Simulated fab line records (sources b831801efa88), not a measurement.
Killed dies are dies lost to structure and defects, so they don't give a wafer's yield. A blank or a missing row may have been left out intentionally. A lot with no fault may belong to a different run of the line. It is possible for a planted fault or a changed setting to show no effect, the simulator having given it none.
fab line records + flow gf180mcu
record:
- lots: 7
- wafers: 21
- last-day: 33
route steps=602 shown HV_LDD@227 NSD@235
lots with no fault: from the same line, run without faults
start-h: the number of hours between the record's first day and the start of the first shown wafer of the lot + wait-h: hours from the lot's prior step to this one + " unchanged from the row above + L1.1+2: several wafers, shown together as one row + - no value, or no start given + * or withheld: withheld + < > ~ a bound
route shown NAME@n: a module of which the file shows steps, and the number in the route of the first + usual: mean/standard deviation of fault-free wafers + same: alike in all rows + chamber/n: place in a boat + sites: per-site readings + _std_site: their standard deviation + _edge_site: mean of outer sites minus mean of inner sites + radius-mm: for every site, how far away it sits from the centre of the wafer + mask NAME#n: copy n + behind: the last tool/chamber to shape the wafer + hold: why the lot went on hold/how many hours it stayed there/how the hold came to an end + device: the transistor (n, p or np) that didn't switch + end of line: the route-end tests of the same wafers + a step without rows: its recipe alone + killed: dies that structure and defects cost at the first sort, which is not the same as the wafer's yield + map: a wafer's dies, x killed, . not, _ none there
set.NAME: the setting that was run; set.NAME@STEP: the one run at that earlier step + model.NAME: the simulator's own value behind a step, which no gauge read
a table for each step, a row for each wafer; lots at some steps of the route
services: the hour from which a tool's chamber was out of use, counted from the record's first day as start-h (under 0 if before that day), plus the number of hours and why
== steps ==
step: GF_HV_LDD_CLEAN_51
recipe:
- chemistry: SC1/SC2
- mix: 1:4:20
- temp-c: 70
- time-s: 150
- dry: n2-spin
step: GF_HV_LDD_RTA_52
recipe:
- temp-c: 1000
- time-s: 10
- ambient: N2
usual:
- chamber-o2-ppm: 2.001/0.021
- lamp-power-pct: 33.1/2.9
- wafer_temp_C_max: 1006.2/2.5
| lot.wafer | tool          | chamber | start-h | wait-h | chamber-o2-ppm | lamp-power-pct | wafer_temp_C_max |
|-----------|---------------|---------|---------|--------|----------------|----------------|------------------|
| L984.1    | rtp-anneal-02 | 0       | 295.95  | 0.0    | 1.978          | 30.2           | 1002.4           |
| L984.2    | "             | 0       | "       | "      | 2.021          | 30.1           | 1004.0           |
| L984.5    | "             | 0       | "       | "      | 1.965          | 30.1           | 1003.4           |
| L988.1    | rtp-anneal-01 | 0       | 328.65  | 0.0    | 1.993          | 36.1           | 1008.5           |
| L988.3    | "             | 0       | "       | "      | 2.007          | 36.0           | 1006.4           |
| L988.6    | "             | 0       | "       | "      | 2.013          | 36.0           | 1006.4           |
| L989.1    | rtp-anneal-02 | 0       | 338.72  | 0.0    | 1.996          | 30.2           | 1003.7           |
| L989.2    | "             | 0       | "       | "      | 2.003          | 30.1           | 1003.3           |
| L989.6    | "             | 0       | "       | "      | 2.002          | 30.1           | 1003.3           |
| L991.1    | rtp-anneal-02 | 0       | 359.17  | 0.0    | 1.989          | 30.2           | 1004.6           |
| L991.2    | "             | 0       | "       | "      | 2.039          | 30.2           | 1005.2           |
| L991.3    | "             | 0       | "       | "      | 1.997          | 30.1           | 1004.1           |
| L995.1    | rtp-anneal-01 | 0       | 388.47  | 0.0    | 2.009          | 36.0           | 1007.6           |
| L995.4    | "             | 0       | "       | "      | 1.998          | 36.1           | 1012.9           |
| L995.6    | "             | 0       | "       | "      | 2.023          | 36.0           | 1008.6           |
| L996.2    | rtp-anneal-02 | 0       | 394.41  | 0.0    | 1.995          | 30.2           | 1003.7           |
| L996.4    | "             | 0       | "       | "      | 2.010          | 30.1           | 1003.0           |
| L996.5    | "             | 0       | "       | "      | 2.021          | 30.1           | 1004.1           |
| L100.2    | rtp-anneal-02 | 0       | 426.53  | 0.0    | 1.949          | 30.2           | 1004.5           |
| L100.3    | "             | 0       | "       | "      | 2.036          | 30.2           | 1003.4           |
| L100.6    | "             | 0       | "       | "      | 2.026          | 30.2           | 1004.0           |
step: GF_HV_LDD_RS_MEAS_53
recipe:
- thk-meas-gauge: four-point-probe
usual:
- HV_LDD_RS: 418.4/1
| lot.wafer | tool          | chamber | start-h | wait-h | HV_LDD_RS[ohm/sq] |
|-----------|---------------|---------|---------|--------|-------------------|
| L984.1    | film-metro-03 | -       | 296.02  | 0.1    | 417.5             |
| L984.2    | "             | -       | "       | "      | 417.5             |
| L984.5    | "             | -       | "       | "      | 417.5             |
| L988.1    | film-metro-02 | -       | 328.72  | 0.1    | 418.7             |
| L988.3    | "             | -       | "       | "      | 418.2             |
| L988.6    | "             | -       | "       | "      | 418.2             |
| L989.1    | film-metro-02 | -       | 338.79  | 0.1    | 419.8             |
| L989.2    | "             | -       | "       | "      | 417.7             |
| L989.6    | "             | -       | "       | "      | 418.5             |
| L991.1    | film-metro-04 | -       | 359.24  | 0.1    | 419.9             |
| L991.2    | "             | -       | "       | "      | 421.4             |
| L991.3    | "             | -       | "       | "      | 419.2             |
| L995.1    | film-metro-04 | -       | 388.54  | 0.1    | 418.7             |
| L995.4    | "             | -       | "       | "      | 419.5             |
| L995.6    | "             | -       | "       | "      | 419.7             |
| L996.2    | film-metro-03 | -       | 394.48  | 0.1    | 417.8             |
| L996.4    | "             | -       | "       | "      | 418.2             |
| L996.5    | "             | -       | "       | "      | 417.6             |
| L100.2    | film-metro-03 | -       | 426.61  | 0.1    | 419.9             |
| L100.3    | "             | -       | "       | "      | 417.8             |
| L100.6    | "             | -       | "       | "      | 418.9             |
step: GF_HV_LDD_CVD_54
recipe:
- material: SiO2
- target-thk-nm: 10
- precursor: TEOS
- temp-c: 680
- time-s: 75
- pressure-mtorr: 400
step: GF_HV_LDD_THK_MEAS_55
recipe:
- reads: SiO2_of_HV_LDD_CVD_54
usual:
- HV_LDD_CVD_54_THK: 10.01/0.11
| lot.wafer | tool          | chamber | start-h | wait-h | HV_LDD_CVD_54_THK[nm] |
|-----------|---------------|---------|---------|--------|-----------------------|
| L984.1    | film-metro-03 | -       | 297.16  | 0.0    | 9.94                  |
| L984.2    | "             | -       | "       | "      | 10.13                 |
| L984.5    | "             | -       | "       | "      | 9.89                  |
| L988.1    | film-metro-03 | -       | 329.86  | 0.0    | 10.11                 |
| L988.3    | "             | -       | "       | "      | 10.21                 |
| L988.6    | "             | -       | "       | "      | 10.13                 |
| L989.1    | film-metro-04 | -       | 340.44  | 0.0    | 10.04                 |
| L989.2    | "             | -       | "       | "      | 9.99                  |
| L989.6    | "             | -       | "       | "      | 10.03                 |
| L991.1    | film-metro-04 | -       | 360.38  | 0.0    | 10.23                 |
| L991.2    | "             | -       | "       | "      | 10.15                 |
| L991.3    | "             | -       | "       | "      | 9.99                  |
| L995.1    | film-metro-03 | -       | 390.19  | 0.0    | 9.82                  |
| L995.4    | "             | -       | "       | "      | 10.00                 |
| L995.6    | "             | -       | "       | "      | 10.01                 |
| L996.2    | film-metro-04 | -       | 396.12  | 0.0    | 9.91                  |
| L996.4    | "             | -       | "       | "      | 9.85                  |
| L996.5    | "             | -       | "       | "      | 9.92                  |
| L100.2    | film-metro-03 | -       | 427.74  | 0.0    | 9.98                  |
| L100.3    | "             | -       | "       | "      | 10.08                 |
| L100.6    | "             | -       | "       | "      | 10.06                 |
step: GF_HV_LDD_CVD_56
recipe:
- material: Si3N4
- precursor: DCS/NH3
- target-thk-nm: 90
- temp-c: 770
- time-s: 1543
- pressure-mtorr: 250
step: GF_HV_LDD_THK_MEAS_57
recipe:
- reads: Si3N4_of_HV_LDD_CVD_56
usual:
- HV_LDD_CVD_56_THK: 90.0/0.89
| lot.wafer | tool          | chamber | start-h | wait-h | HV_LDD_CVD_56_THK[nm] |
|-----------|---------------|---------|---------|--------|-----------------------|
| L984.1    | film-metro-04 | -       | 298.65  | 0.0    | 90.5                  |
| L984.2    | "             | -       | "       | "      | 90.1                  |
| L984.5    | "             | -       | "       | "      | 90.0                  |
| L988.1    | film-metro-04 | -       | 332.06  | 0.0    | 90.1                  |
| L988.3    | "             | -       | "       | "      | 89.6                  |
| L988.6    | "             | -       | "       | "      | 90.0                  |
| L989.1    | film-metro-03 | -       | 341.93  | 0.0    | 90.4                  |
| L989.2    | "             | -       | "       | "      | 91.0                  |
| L989.6    | "             | -       | "       | "      | 89.6                  |
| L991.1    | film-metro-04 | -       | 361.87  | 0.0    | 88.5                  |
| L991.2    | "             | -       | "       | "      | 89.0                  |
| L991.3    | "             | -       | "       | "      | 88.8                  |
| L995.1    | film-metro-04 | -       | 393.47  | 0.0    | 91.4                  |
| L995.4    | "             | -       | "       | "      | 91.2                  |
| L995.6    | "             | -       | "       | "      | 91.1                  |
| L996.2    | film-metro-04 | -       | 399.54  | 0.0    | 90.6                  |
| L996.4    | "             | -       | "       | "      | 91.2                  |
| L996.5    | "             | -       | "       | "      | 90.7                  |
| L100.2    | film-metro-04 | -       | 429.23  | 0.0    | 89.7                  |
| L100.3    | "             | -       | "       | "      | 90.5                  |
| L100.6    | "             | -       | "       | "      | 90.2                  |
step: GF_HV_LDD_ETCHBACK_58
recipe:
- chemistry: CH3F/O2
- target: Si3N4
- stop-on: SiO2
- source-w: 400
- bias-w: 80
- pressure-mtorr: 25
- ch3f-flow-sccm: 40
- O2_flow_sccm: 30
- time-s: 100
- target-depth-a: 900
usual:
- drypump-motor-current-A: 5.8/0.5
- oes-product-au: 0.842/0.0063
- throttle-valve-pct: 10.561/0.01
| lot.wafer | tool        | chamber | start-h | wait-h | drypump-motor-current-A | oes-product-au | rf-hours-counter-h | throttle-valve-pct |
|-----------|-------------|---------|---------|--------|-------------------------|----------------|--------------------|--------------------|
| L984.1    | rie-diel-04 | 0       | 298.71  | 0.1    | 6.3                     | 0.849          | 3                  | 10.567             |
| L984.2    | "           | 3       | "       | "      | 5.6                     | 0.843          | 5                  | 10.549             |
| L984.5    | "           | 0       | "       | "      | 6.3                     | 0.842          | -                  | 10.566             |
| L988.1    | rie-diel-01 | 1       | 332.12  | 0.1    | 6.3                     | 0.839          | 24                 | 10.556             |
| L988.3    | "           | 0       | "       | "      | 5.6                     | 0.842          | 110                | 10.569             |
| L988.6    | "           | 1       | "       | "      | 6.4                     | 0.845          | -                  | 10.552             |
| L989.1    | rie-diel-04 | 1       | 341.99  | 0.1    | 5.7                     | 0.848          | 115                | 10.556             |
| L989.2    | "           | 3       | "       | "      | 5.6                     | 0.845          | 6                  | 10.575             |
| L989.6    | "           | 1       | "       | "      | 5.7                     | 0.837          | -                  | 10.560             |
| L991.1    | rie-diel-01 | 3       | 361.93  | 0.1    | 5.5                     | 0.835          | 116                | 10.573             |
| L991.2    | "           | 0       | "       | "      | 5.6                     | 0.840          | 110                | 10.556             |
| L991.3    | "           | 1       | "       | "      | 6.4                     | 0.834          | 24                 | 10.565             |
| L995.1    | rie-diel-01 | 2       | 393.53  | 0.1    | 4.8                     | 0.846          | 87                 | 10.579             |
| L995.4    | "           | 0       | "       | "      | 5.6                     | 0.846          | -                  | 10.547             |
| L995.6    | "           | 2       | "       | "      | 4.8                     | 0.841          | -                  | 10.574             |
| L996.2    | rie-diel-02 | 1       | 399.59  | 0.0    | 5.3                     | 0.850          | 2                  | 10.570             |
| L996.4    | "           | 2       | "       | "      | 6.3                     | 0.846          | 17                 | 10.562             |
| L996.5    | "           | 2       | "       | "      | 6.3                     | 0.839          | -                  | 10.569             |
| L100.2    | rie-diel-01 | 1       | 429.28  | 0.0    | 6.3                     | 0.843          | 26                 | 10.568             |
| L100.3    | "           | 3       | "       | "      | 5.5                     | 0.852          | 1                  | 10.550             |
| L100.6    | "           | 1       | "       | "      | 6.3                     | 0.841          | -                  | 10.548             |
step: GF_NSD_DEHYDRATE_00
recipe:
- temp-c: 200
- time-s: 60
step: GF_NSD_HMDS_01
recipe:
- prime-time-s: 60
- prime-temp-c: 120
step: GF_NSD_COAT_02
recipe:
- resist: NOVOLAK
- spin-rpm: 3000
- resist-thk-nm: 1000
step: GF_NSD_SOFTBAKE_03
recipe:
- temp-c: 90
- time-s: 60
- resist: NOVOLAK
step: GF_NSD_EXPOSE_04
recipe:
- mask-id: Nplus
- target-cd-nm: 400
- na: 0.6
- source-shape: conventional
- sigma-outer: 0.6
- dose-mj: 140
usual:
- exposure-dose-mJ-cm2: 139.88/0.13
| lot.wafer | tool             | chamber | start-h | wait-h | mask    | exposure-dose-mJ-cm2 |
|-----------|------------------|---------|---------|--------|---------|----------------------|
| L984.1    | iline-stepper-01 | 0       | 308.72  | -      | Nplus#0 | 139.77               |
| L984.2    | "                | 0       | "       | "      | Nplus#0 | 139.77               |
| L984.5    | "                | 0       | "       | "      | Nplus#0 | 140.02               |
| L988.1    | iline-stepper-01 | 0       | 343.11  | -      | Nplus#0 | 139.76               |
| L988.3    | "                | 0       | "       | "      | Nplus#0 | 139.76               |
| L988.6    | "                | 0       | "       | "      | Nplus#0 | 139.90               |
| L989.1    | iline-stepper-01 | 0       | 352.71  | -      | Nplus#0 | 139.70               |
| L989.2    | "                | 0       | "       | "      | Nplus#0 | 139.91               |
| L989.6    | "                | 0       | "       | "      | Nplus#0 | 139.73               |
| L991.1    | iline-stepper-01 | 0       | 373.01  | -      | Nplus#0 | 139.67               |
| L991.2    | "                | 0       | "       | "      | Nplus#0 | 139.89               |
| L991.3    | "                | 0       | "       | "      | Nplus#0 | 139.85               |
| L995.1    | iline-stepper-01 | 0       | 404.46  | -      | Nplus#0 | 119.03               |
| L995.4    | "                | 0       | "       | "      | Nplus#0 | 118.85               |
| L995.6    | "                | 0       | "       | "      | Nplus#0 | 119.09               |
| L996.2    | iline-stepper-01 | 0       | 411.33  | -      | Nplus#0 | 119.22               |
| L996.4    | "                | 0       | "       | "      | Nplus#0 | 118.89               |
| L996.5    | "                | 0       | "       | "      | Nplus#0 | 119.06               |
| L100.2    | iline-stepper-01 | 0       | 441.37  | -      | Nplus#0 | 126.46               |
| L100.3    | "                | 0       | "       | "      | Nplus#0 | 126.52               |
| L100.6    | "                | 0       | "       | "      | Nplus#0 | 126.42               |
step: GF_NSD_PEB_05
recipe:
- temp-c: withheld
- time-s: *
- resist: NOVOLAK
step: GF_NSD_DEVELOP_06
recipe:
- develop-time-s: 60
- dev-temp-c: 23
step: GF_NSD_CD_MEAS_07
recipe:
- target-cd-nm: 400
usual:
- cd-nm: 398.6/2.4
| lot.wafer | tool      | chamber | start-h | wait-h | hold                     | cd-nm |
|-----------|-----------|---------|---------|--------|--------------------------|-------|
| L984.1    | cd-sem-02 | -       | 318.86  | 0.1    | -                        | 397.5 |
| L984.2    | "         | -       | "       | "      | -                        | 395.9 |
| L984.5    | "         | -       | "       | "      | -                        | 398.7 |
| L988.1    | cd-sem-02 | -       | 353.96  | 0.1    | -                        | 395.3 |
| L988.3    | "         | -       | "       | "      | -                        | 394.4 |
| L988.6    | "         | -       | "       | "      | -                        | 395.3 |
| L989.1    | cd-sem-02 | -       | 363.66  | 0.2    | -                        | 400.6 |
| L989.2    | "         | -       | "       | "      | -                        | 399.9 |
| L989.6    | "         | -       | "       | "      | -                        | 398.4 |
| L991.1    | cd-sem-02 | -       | 383.84  | 0.1    | -                        | 402.1 |
| L991.2    | "         | -       | "       | "      | -                        | 401.9 |
| L991.3    | "         | -       | "       | "      | -                        | 400.9 |
| L995.1    | cd-sem-02 | -       | 415.91  | 0.1    | await-dispo/0.2h/release | 351.8 |
| L995.4    | "         | -       | "       | "      | await-dispo/0.2h/release | 353.3 |
| L995.6    | "         | -       | "       | "      | await-dispo/0.2h/release | 354.2 |
| L995.1    | cd-sem-02 | -       | 416.19  | 0.3    | -                        | 351.3 |
| L995.4    | "         | -       | "       | "      | -                        | 353.1 |
| L995.6    | "         | -       | "       | "      | -                        | 354.2 |
| L996.2    | cd-sem-02 | -       | 423.21  | 0.1    | await-dispo/0.2h/release | 351.0 |
| L996.4    | "         | -       | "       | "      | await-dispo/0.2h/release | 350.7 |
| L996.5    | "         | -       | "       | "      | await-dispo/0.2h/release | 350.4 |
| L996.2    | cd-sem-02 | -       | 423.50  | 0.3    | -                        | 351.3 |
| L996.4    | "         | -       | "       | "      | -                        | 350.6 |
| L996.5    | "         | -       | "       | "      | -                        | 350.4 |
| L100.2    | cd-sem-01 | -       | 453.24  | 0.1    | await-dispo/0.2h/release | 370.1 |
| L100.3    | "         | -       | "       | "      | await-dispo/0.2h/release | 370.1 |
| L100.6    | "         | -       | "       | "      | await-dispo/0.2h/release | 371.9 |
| L100.2    | cd-sem-01 | -       | 453.53  | 0.3    | -                        | 370.8 |
| L100.3    | "         | -       | "       | "      | -                        | 370.3 |
| L100.6    | "         | -       | "       | "      | -                        | 372.1 |
step: GF_NSD_OVL_MEAS_08
usual:
- NSD_OVL: 0.2/1.5
| lot.wafer | tool       | chamber | start-h | wait-h | hold                     | NSD_OVL[nm] |
|-----------|------------|---------|---------|--------|--------------------------|-------------|
| L984.1    | overlay-02 | -       | 318.98  | 0.1    | -                        | 3.1         |
| L984.2    | "          | -       | "       | "      | -                        | -0.7        |
| L984.5    | "          | -       | "       | "      | -                        | -0.8        |
| L988.1    | overlay-01 | -       | 354.08  | 0.1    | -                        | 1.5         |
| L988.3    | "          | -       | "       | "      | -                        | 0.3         |
| L988.6    | "          | -       | "       | "      | -                        | -0.4        |
| L989.1    | overlay-02 | -       | 363.78  | 0.1    | -                        | 0.9         |
| L989.2    | "          | -       | "       | "      | -                        | 1.6         |
| L989.6    | "          | -       | "       | "      | -                        | 2.0         |
| L991.1    | overlay-02 | -       | 383.96  | 0.1    | -                        | -1.9        |
| L991.2    | "          | -       | "       | "      | -                        | -1.4        |
| L991.3    | "          | -       | "       | "      | -                        | -0.7        |
| L995.1    | overlay-01 | -       | 420.22  | 4.0    | await-dispo/3.9h/release | 0.6         |
| L995.4    | "          | -       | "       | "      | await-dispo/3.9h/release | 0.4         |
| L995.6    | "          | -       | "       | "      | await-dispo/3.9h/release | -0.4        |
| L996.2    | overlay-02 | -       | 427.47  | 4.0    | await-dispo/3.9h/release | -0.7        |
| L996.4    | "          | -       | "       | "      | await-dispo/3.9h/release | -0.5        |
| L996.5    | "          | -       | "       | "      | await-dispo/3.9h/release | 0.4         |
| L100.2    | overlay-02 | -       | 454.61  | 1.1    | await-dispo/1.0h/release | 0.0         |
| L100.3    | "          | -       | "       | "      | await-dispo/1.0h/release | -2.4        |
| L100.6    | "          | -       | "       | "      | await-dispo/1.0h/release | -3.2        |
== services ==
| tool             | chamber | start-h | hours | kind           |
|------------------|---------|---------|-------|----------------|
| iline-stepper-01 | 0       | 279.76  | -     | calibration    |
| rie-diel-02      | -       | 311.37  | 14.6  | pm             |
| rie-diel-01      | -       | 318.71  | 0.7   | repair         |
| rie-diel-02      | 1       | 325.97  | -     | clean          |
| rie-diel-02      | 1       | 325.97  | 12.1  | scheduled-down |
| rie-diel-02      | 1       | 325.97  | 12.1  | vent-cycle     |
| rie-diel-02      | -       | 332.95  | 0.3   | repair         |
| rie-diel-01      | -       | 342.36  | 14.6  | pm             |
| rie-diel-04      | 3       | 349.49  | 7.3   | repair         |
| rie-diel-04      | 1       | 373.49  | -     | clean          |
| rie-diel-04      | 1       | 373.49  | 23.2  | scheduled-down |
| rie-diel-04      | 1       | 373.49  | 23.2  | vent-cycle     |
| rie-diel-01      | 3       | 391.77  | -     | clean          |
| rie-diel-01      | 3       | 391.77  | 18.6  | scheduled-down |
| rie-diel-01      | 3       | 391.77  | 18.6  | vent-cycle     |
| rie-diel-02      | 3       | 400.73  | 8.0   | repair         |
| rie-diel-01      | -       | 405.29  | 2.0   | repair         |
| rie-diel-02      | 2       | 407.29  | 6.2   | repair         |
| rie-diel-01      | 0       | 420.71  | -     | clean          |
| rie-diel-01      | 0       | 420.71  | 15.7  | scheduled-down |
| rie-diel-01      | 0       | 420.71  | 15.7  | vent-cycle     |
| rie-diel-04      | 3       | 429.14  | 13.9  | repair         |
== key ==
first-sign:
- step: GF_NSD_EXPOSE_04
- reading: exposure-dose-mJ-cm2
- direction: down
- sigmas: 99+
- usual: 139.88
- struck: 121.50
effect:
- step: GF_NSD_CD_MEAS_07
- reading: visit
- direction: added
- through: control-loop
effect:
- step: GF_NSD_CD_MEAS_07
- reading: cd-nm
- direction: down
- sigmas: 17
- usual: 398.6
- struck: 358.2
- through: control-loop
met-at GF_NSD_EXPOSE_04
struck-wafers L995.1,L995.4,L995.6,L996.2,L996.4,L996.5,L100.2,L100.3,L100.6
sort-left-out L995.1,L995.4,L995.6,L996.2,L996.4,L996.5
tester-left-out L995,L996,L100
loop-trim:
- step: GF_NSD_EXPOSE_04
- setting: dose
- lots: L100
onset-between 373.01 404.46
fault:
- kind: process-parameter-drift
- tool: iline-stepper-01
- chamber: -
- onset-h: 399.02
- steps: GF_NSD_EXPOSE_04
- channel: dose-mj
- offset: -20.828
- shape: step
- acts-in: these-recipes-only
- stated: 140
tester-left-out: of these lots the tester's yield and bins aren't shown, on N5 and GAA mostly nor the transistor test; their killed dies are dies lost to structure and defects alone, not to doping, threshold or leakage, so they don't give the yield
sort-left-out: the simulated sort isn't trusted on such a fault, so these wafers' sort isn't shown, and their yield isn't known
loop-trim: a control loop set the setting to another value than it would have without faults
